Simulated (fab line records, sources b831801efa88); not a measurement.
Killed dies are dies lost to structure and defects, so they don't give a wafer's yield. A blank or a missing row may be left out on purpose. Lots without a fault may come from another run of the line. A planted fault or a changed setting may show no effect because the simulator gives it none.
Problem report in the 8D (eight disciplines) form, filled by code | flow sky130 | the parts of the form that need people (team, actions taken, sign-off) are left out

1. THE PROBLEM
temp_c at SKY_FIELD_ISO_WET_ETCH_28 reads a mean of 41.47 C on 3 wafers of 1 lot; wafers without a fault read 24.97 C with a standard deviation of 0.093. That is +99 or more standard deviations from the usual mean.
The step: etches SiO2 in dHF, target depth 23.7 nm, time 47 s.
First seen on wafer L417.2, day 4 18:47, on wet_bench-01. The record holds 36 wafers of 12 lots with a number at this step. Rule for "out", or "out of limits": more than 4 standard deviations from the usual mean. The other wafers with a number count as sound.

2. WHAT IT IS AND WHAT IT IS NOT
question                    | is                         | is not
which readings at this step | temp_c, bath_heat_duty_pct | -
which lots                  | L417                       | L406, L407, L408, L412, L419, L420, L421, L422, L424, L425, L429
which wafers of those lots  | all that have a number     | -
read on which tools         | wet_bench-01               | wet_bench-03, wet_bench-04
when                        | from day 4 18:47           | up to then (12 sound wafers); but 21 sound wafers of L419, L420, L421, L422, L424, L425, L429 came after

3. SUSPECTS, AND WHAT RULES EACH OUT
Counting: a tool at a process step up to the reading stays a suspect if it ran every lot that is out and no sound lot after the first of them.
- wet_bench-01 at SKY_FIELD_ISO_WET_ETCH_28 (etches SiO2 in dHF, target depth 23.7 nm, time 47 s): ruled out as a lasting fault. Sound lots L421 ran on it after its first lot that is out, L417 (day 4 18:47).
Left after counting: nothing in the record.

4. THE CAUSE (what the simulator had put in)
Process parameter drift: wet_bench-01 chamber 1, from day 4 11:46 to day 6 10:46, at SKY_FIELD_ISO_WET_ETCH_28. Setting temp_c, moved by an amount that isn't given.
Counting ruled it out, wrongly.

5. THE CHAIN OF EFFECTS, in route order
Each row: a reading whose mean over the struck wafers that have a number lies more than 3 standard deviations from the usual. Only readings for which the record gives a usual standard deviation are gone through. hours: the time from each lot's start at the first step in this table that gives one to its start at this step, as a median over the lots. sigmas: the change in usual standard deviations.
hours | step                      | reading            | usual   | on struck wafers | change | sigmas
0     | SKY_FIELD_ISO_WET_ETCH_28 | bath_heat_duty_pct | 6.4 %   | 25.2             | +18.8  | +22
0     | SKY_FIELD_ISO_WET_ETCH_28 | temp_c             | 24.97 C | 41.47            | +16.50 | +99 or more
The process steps in it:
- SKY_FIELD_ISO_WET_ETCH_28: etches SiO2 in dHF, target depth 23.7 nm, time 47 s.
Later measuring or inspecting steps at which every struck wafer that the step has a row for has a number for every such reading, and none has moved that far: SKY_SONOS_TUNNEL_CD_MEAS_07, SKY_LDD_HVN_OVL_MEAS_07.

6. WHAT WOULD HAVE CAUGHT IT SOONER
In this record the first reading out of limits was taken at day 4 18:47, 7 hours after the fault began at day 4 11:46.
